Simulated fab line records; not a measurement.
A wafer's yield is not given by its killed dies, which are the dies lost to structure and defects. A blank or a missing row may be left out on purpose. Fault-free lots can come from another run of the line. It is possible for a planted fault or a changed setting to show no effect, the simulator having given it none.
Matching of chambers ; flow sky130 ; SKY_CONTACT_CMP_04 on cmp-02 has 4 sister chambers
The step polishes SiO2. 4 wafers are shown with their chamber, then 8 later ones without.

WAFERS PAIRED WITH THEIR CHAMBERS
wafer;chamber;motorCurrentA (A)
L793.1;2;9.3
L792.4;3;10.6
L792.5;0;12.9
L794.2;1;11.9

WAFERS WITHOUT THEIR CHAMBER
wafer;motorCurrentA (A)
L794.5;12.6
L794.6;9.5
L801.1;10.7
L801.2;12.9
L801.6;8.9
L804.2;10.2
L804.4;9.8
L804.5;9.0

WHICH CHAMBER EACH WENT THROUGH
wafer;from the rows above;in truth
L794.5;can't be placed: 0 or 1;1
L794.6;2;2
L801.1;3;3
L801.2;0;0
L801.6;2;2
L804.2;can't be placed: 3 or 2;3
L804.4;can't be placed: 2 or 3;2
L804.5;2;2
5 of 8 placed correctly. Can't be placed from these rows: 3 (the true chamber is among the candidates in 3). 0 placed wrongly.
How it was worked out, from the rows above alone: a wafer's distance from a chamber is the root of the sum, over the readings, of the square of ((its reading less the chamber's mean) divided by the reading's scatter). If the next closest chamber is less than 2 further off than the closest, the wafer can't be placed; otherwise it belongs to the closest. Each chamber's mean is taken over the wafers shown for it. The scatter: root of mean squared gap, hidden wafer to nearest shown wafer, with one shown wafer a chamber.
